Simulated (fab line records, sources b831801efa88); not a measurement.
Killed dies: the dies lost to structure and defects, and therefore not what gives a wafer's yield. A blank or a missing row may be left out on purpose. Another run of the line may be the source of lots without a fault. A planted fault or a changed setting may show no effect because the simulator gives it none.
Problem report in the 8D (eight disciplines) form, filled by code / flow gf180mcu / the parts of the form that need people (team, actions taken, sign-off) are left out

## 1. WHAT WENT WRONG
A mean of 93.3 s is read at GF_STI_ETCH_14 for run_length_s, taken on 1 wafer of 1 lot, against 131.6 s (standard deviation 0.37) on wafers free of any fault. That is -99 or more standard deviations from the usual mean.
The step: etches Si in HBr/Cl2/O2, target depth 360 nm, time 102.9 s.
First seen on wafer L508.3, day 4 15:27, on rie_si-01. Wafers with a number at this step in the record: 39, from 13 lots. The rule behind "out" and "out of limits": a value lying over 4 standard deviations away from the usual mean. All remaining wafers that have a number are taken as sound.

## 2. WHAT THIS IS AND IS NOT
question=which readings at this step | is=run_length_s | is not=drypump_motor_current_A, oes_product_au, throttle_valve_pct
question=which lots | is=L508 | is not=L496, L497, L499, L500, L501, L502, L503, L505, L506, L507, L511, L519
question=which wafers of those lots | is=L508.3 | is not=L508.4, L508.6
question=read on which tools | is=rie_si-01 | is not=rie_si-02
question=when | is=from day 4 15:27 | is not=up to then (32 sound wafers); but 6 sound wafers of L511, L519 came after

## 3. WHAT RULES OUT EACH SUSPECT
Counting: if a tool at a process step up to the reading ran every lot that is out, it stays a suspect. Sound lots after the first of them don't rule it out here, since some wafers of a struck lot are sound.
- rie_si-01 at GF_STI_ETCH_14 (etches Si in HBr/Cl2/O2, target depth 360 nm, time 102.9 s): kept. L508, the lot that is out, went through it at day 4 15:27; up to then, the latest sound lot through it was L507 at day 4 09:48. On those wafers its own readings are out: run_length_s.
- Within rie_si-01 at GF_STI_ETCH_14: the wafers that are out ran in chamber 0; their sound lot-mates ran in chamber 1.
Left after counting: rie_si-01 at GF_STI_ETCH_14.

## 4. THE CAUSE (what the simulator had put in)
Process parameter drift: rie_si-01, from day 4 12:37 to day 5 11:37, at GF_STI_ETCH_14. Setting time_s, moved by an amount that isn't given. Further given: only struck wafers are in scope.
This tool alone remained once counting was done.

## 5. THE EFFECT CHAIN, in route order
Rows list readings where the struck wafers' mean (over those with a number) sits beyond 3 standard deviations from the usual. Only readings for which the record gives a usual standard deviation are gone through. hours: the time from each lot's start at the first step in this table that gives one to its start at this step, as a median over the lots. sigmas: the change in usual standard deviations.
hours=0; step=GF_STI_ETCH_14; reading=run_length_s; usual=131.6 s; on struck wafers=93.3; change=-38.3; sigmas=-99 or more
hours=0; step=GF_STI_STRIP_15; reading=oes_product_au; usual=0.384 a.u.; on struck wafers=0.406; change=+0.022; sigmas=+3.9
hours=0; step=GF_STI_STRIP_15; reading=strip_time_to_endpoint_s; usual=3.72 s; on struck wafers=4.20; change=+0.48; sigmas=+7.4
It contains these process steps:
- GF_STI_ETCH_14: etches Si in HBr/Cl2/O2, target depth 360 nm, time 102.9 s.
- GF_STI_STRIP_15: strips in O2/N2.
Later steps that measure or inspect, where all struck wafers having a row at the step show a number for every such reading and not one has moved that far: GF_STI_THK_MEAS_30, GF_VT_IMPLANT_OVL_MEAS_18.

## 6. HOW IT WOULD HAVE BEEN CAUGHT EARLIER
In this record no reading fell out of limits until day 4 15:27, 3 hours after the fault had begun at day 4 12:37.
